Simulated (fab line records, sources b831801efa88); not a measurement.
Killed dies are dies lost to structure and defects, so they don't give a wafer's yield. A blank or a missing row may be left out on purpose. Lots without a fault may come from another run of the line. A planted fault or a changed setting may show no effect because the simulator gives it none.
A struck lot beside a sound one | flow gf180mcu | 23 steps out of a route of 602
Sound: wafers L841.1, L841.3, L841.4. Struck: wafers L847.3, L847.4, L847.5. The cause comes at the end.
At each step with rows: each side's tool, then ch and its chambers, then its first start. Under that, the readings that differ: sound wafers | struck wafers | difference of the means | sigmas: that difference in standard deviations of wafers without a fault.
alike: readings whose means differ by less than 2 such deviations, and words and numbers that are the same on both sides. not compared: withheld readings, readings that some wafer has no value for, bounds like >300 that may hide the same value, and numbers for which the record gives no deviation and whose values overlap.
The two part at a step that has a row with sigmas, a row that says differs or no value, or rows on one side only. Numbers that don't overlap but have no deviation are shown without sigmas and don't part them. A reading that every wafer of one side lacks parts them only if that side has two wafers or more.

first, 8 steps without rows for these wafers: GF_DNWELL_DEHYDRATE_00 (time 60 s); GF_DNWELL_HMDS_01 (prime time 60 s); GF_DNWELL_COAT_02 (resist thk 3000 nm); GF_DNWELL_SOFTBAKE_03; GF_DNWELL_EXPOSE_04 (exposes mask DNWELL, target cd 1700 nm); GF_DNWELL_PEB_05; GF_DNWELL_DEVELOP_06 (develop time 60 s); GF_DNWELL_IMPLANT_07.
GF_DNWELL_STRIP_08: strips in O2/N2.
  sound on plasma_asher-03 ch 0,1, day 4 15:28; struck on plasma_asher-03 ch 0,1, day 5 22:25
  reading                      | sound             | struck            | difference | sigmas
  strip_time_to_endpoint_s (s) | 36.80 36.81 36.81 | 37.10 37.06 36.97 | +0.24      | +2
  alike: drypump_motor_current_A, heater_power_w, oes_product_au, platen_temp_c
  not compared: rf_hours_counter_h
GF_DNWELL_TW_MEAS_09:
  sound on film_metro-03, day 4 15:34; struck on film_metro-04, day 5 22:29
  reading   | sound          | struck         | difference | sigmas
  DNWELL_TW | 1342 1354 1360 | 1333 1330 1331 | -21        | -2
then, 2 steps without rows for these wafers: GF_NWELL_DEHYDRATE_00 (time 60 s); GF_NWELL_HMDS_01 (prime time 60 s).
GF_NWELL_COAT_02: resist thk 3000 nm.
  sound on litho_track-04 ch 0, day 4 21:44; struck on litho_track-04 ch 0, day 6 05:11
  reading                                 | sound          | struck         | difference | sigmas
  model.coat_of_NWELL_COAT_02.thk_nm (nm) | 2986 2981 3004 | 1506 1504 1506 | -1485      |
then, 3 steps without rows for these wafers: GF_NWELL_SOFTBAKE_03; GF_NWELL_EXPOSE_04 (exposes mask Nwell, target cd 860 nm); GF_NWELL_PEB_05.
GF_NWELL_DEVELOP_06: develop time 60 s.
  sound on litho_track-04 ch 0; struck on litho_track-02 ch 0
  reading                                 | sound          | struck         | difference | sigmas
  model.coat_of_NWELL_COAT_02.thk_nm (nm) | 2985 2980 3003 | 1505 1503 1505 | -1485      |
  alike: developer_temp_C
GF_NWELL_OVL_MEAS_07:
  sound on overlay-01, day 5 05:02; struck on overlay-02, day 6 12:38
  alike: NWELL_OVL
then, 2 steps without rows for these wafers: GF_NWELL_IMPLANT_08; GF_NWELL_IMPLANT_09.
GF_NWELL_STRIP_10: strips in O2/N2.
  sound on plasma_asher-01 ch 0,1, day 5 05:23; struck on plasma_asher-04 ch 0,1, day 6 12:59
  reading                      | sound             | struck            | difference | sigmas
  heater_power_w (W)           | 380 379 384       | 296 313 297       | -79        | -2
  oes_product_au (a.u.)        | 0.727 0.726 0.722 | 0.715 0.717 0.710 | -0.011     | -2
  strip_time_to_endpoint_s (s) | 36.79 36.73 37.01 | 19.54 19.51 19.55 | -17.31     | -99 or more
  alike: drypump_motor_current_A, platen_temp_c
  not compared: rf_hours_counter_h
GF_NWELL_TW_MEAS_11:
  sound on film_metro-04, day 5 05:29; struck on film_metro-01, day 6 13:04
  alike: NWELL_TW
-- the record jumps here: 26 days lie between the struck wafers' starts before and after (it left off in module NWELL and takes up again in module PASSIVATION, whose first step shown is number 602 of the route) --
GF_PASSIVATION_PROBE_99:
  sound on prober-02, day 31 11:34; struck on prober-02, day 33 01:04
  reading                                   | sound                         | struck                        | difference | sigmas
  model.etest.pwell_in_dnwell.line_ohm_um   | 3894 3861 3818                | 5666 5647 5468                | +1736      |
  model.etest.ldpmos_10p0.r_on_ohm_um       | 1.094e+04 1.104e+04 1.098e+04 | 1.124e+04 1.131e+04 1.127e+04 | +2.867e+02 |
  model.etest.pwell_in_dnwell.width_nm (nm) | 601.8 606.2 606.7             | 426.7 425.5 423               | -179.8     |
  model.etest.nwell.width_nm (nm)           | 859.3 852.6 858.5             | 898.6 890.5 898.6             | +39.1      |
  model.etest.ldpmos_10p0.drive_ua_um       | 263.6 266.6 262.4             | 260.5 256.3 259.8             | -5.3       |

WHERE THEY PART
First at GF_DNWELL_STRIP_08; last, within this record, at GF_NWELL_STRIP_10. Later steps at which nothing parts them and some readings are alike: GF_NWELL_TW_MEAS_11.

WHY: what the simulator had put in
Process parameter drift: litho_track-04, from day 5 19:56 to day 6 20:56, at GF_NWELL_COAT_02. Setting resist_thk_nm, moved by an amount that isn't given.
